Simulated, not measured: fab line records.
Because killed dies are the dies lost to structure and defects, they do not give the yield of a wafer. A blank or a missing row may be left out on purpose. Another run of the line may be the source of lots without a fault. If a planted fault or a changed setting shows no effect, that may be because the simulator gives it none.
A struck lot beside a sound one + flow gf180mcu + 22 out of 602 route steps
Sound: these wafers, L809.1, L809.2, L809.5. Struck: wafer L821.4. (L821.3 of the same lot was not struck and is left out.) The cause comes at the end.
Order at every step that has rows: each side's tool, ch and its chambers, its first start. Under that, the readings that differ: sound wafers + struck wafers + difference of the means + sigmas: that difference in standard deviations of wafers without a fault.
alike: a reading whose means differ by less than 2 such deviations, as well as words and numbers matching on both sides. not compared: withheld readings; readings where some wafer has no value; bounds like >300 that might hide an equal value; numbers whose values overlap and for which the record gives no deviation.
Wherever a step has rows on one side only, a row that says differs or no value, or a row with sigmas, the two part there. Numbers that have no deviation but don't overlap get no sigmas and don't part them. A reading missing from all wafers of one side parts the sides only when that side holds two or more wafers.

first, 3 steps without rows for these wafers: GF_M1_STRIP_18 (strips in post etch residue remover, time 1200 s); GF_M1_CLEAN_19 (cleans in DIW); GF_V1_CVD_00 (deposits SiO2, target thk 600 nm, time 100 s).
GF_V1_THK_MEAS_01:
  sound: film metro-01 at day 19 02:56; struck: film metro-02 at day 23 07:02
  alike: V1_CVD_00_THK
GF_V1_CVD_02: deposits SiO2 from TEOS, target thk 850 nm, time 94.851 s.
  sound on pecvd-03 ch 0,1, day 19 02:59; struck on pecvd-04 ch 2, day 23 07:04
  alike: heater power w
GF_V1_THK_MEAS_03:
  sound: film metro-02 at day 19 03:03; struck: film metro-03 at day 23 07:09
  alike: V1_CVD_02_THK
GF_V1_CMP_04: polishes SiO2.
  sound on cmp-02 ch 0,1,3, day 19 03:13; struck on cmp-01 ch 1, day 23 07:11
  alike: motor current A, time to endpoint s
GF_V1_BOW_MEAS_05:
  sound: film metro-01 at day 19 03:25; struck: film metro-02 at day 23 07:32
  alike: V1_BOW
then, 4 steps without rows for these wafers: GF_V1_DEHYDRATE_06 (time 60 s); GF_V1_HMDS_07 (prime time 60 s); GF_V1_COAT_08; GF_V1_COAT_09 (resist thk 1000 nm).
GF_V1_SOFTBAKE_10: time 60 s.
  sound on litho track-03 ch 0, day 19 16:00; struck on litho track-01 ch 0, day 23 19:00
| reading                  | sound             | struck | difference | sigmas |
|--------------------------|-------------------|--------|------------|--------|
| heater power total W (W) | 92.90 93.07 93.09 | 99.06  | +6.04      | +96    |
| run length s (s)         | 88.94 88.91 88.84 | 78.53  | -10.37     | -43    |
  alike: chill plate temp C, resist line temp C
then, 3 steps without rows for these wafers: GF_V1_EXPOSE_11 (exposes mask Via1, target cd 260 nm); GF_V1_PEB_12 (peb time 90 s); GF_V1_DEVELOP_13 (develop time 60 s).
GF_V1_CD_MEAS_14 targets a cd of 260 nm.
  sound: cd sem-01 at day 20 04:44; struck: cd sem-02 at day 24 06:03
| reading    | sound             | struck | difference | sigmas |
|------------|-------------------|--------|------------|--------|
| cd nm (nm) | 260.8 259.0 259.8 | 255.7  | -4.2       | -3     |
GF_V1_OVL_MEAS_15:
  sound: overlay-02 at day 20 04:51; struck: overlay-02 at day 24 06:08
  alike: V1_OVL
GF_V1_ETCH_16: etches BARC in N2/H2.
  sound on rie diel-01 ch 1,2,3, day 20 04:53; struck on rie diel-01 ch 1, day 24 06:10
| reading             | sound             | struck | difference | sigmas |
|---------------------|-------------------|--------|------------|--------|
| model.V1.cd nm (nm) | 258.6 258.4 257.8 | 255.1  | -3.2       |        |
  alike: chamber pressure mTorr, drypump motor current A, oes product au, throttle valve pct
GF_V1_ETCH_17: etches SiO2 in C4F8/O2/Ar, stops on TiN, target depth 630 nm.
  sound on rie diel-01 ch 1,2,3; struck on rie diel-01 ch 1
| reading             | sound             | struck | difference | sigmas |
|---------------------|-------------------|--------|------------|--------|
| model.V1.cd nm (nm) | 258.4 258.6 257.8 | 254.8  | -3.5       |        |
  alike: chamber pressure mTorr, oes product au
GF_V1_STRIP_18: strips in O2/N2.
  sound on plasma asher-02 ch 0,1, day 20 05:01; struck on plasma asher-03 ch 0, day 24 06:20
  alike: chamber pressure mTorr, drypump motor current A, heater power w, oes product au
  not compared: rf hours counter h
-- the record jumps here: 9 days lie between the struck wafers' starts before and after (it left off in module V1 and takes up again in module PASSIVATION, whose first step shown is number 602 of the route) --
GF_PASSIVATION_PROBE_99:
  rows exist in the record for the struck wafers here (prober-02, day 33 15:46), but not for the sound ones

== WHERE THEY PART ==
First at GF_V1_SOFTBAKE_10; last, within this record, at GF_PASSIVATION_PROBE_99.

WHY: what the simulator had put in
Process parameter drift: litho track-01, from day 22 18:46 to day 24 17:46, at GF_V1_SOFTBAKE_10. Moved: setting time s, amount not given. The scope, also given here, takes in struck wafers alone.
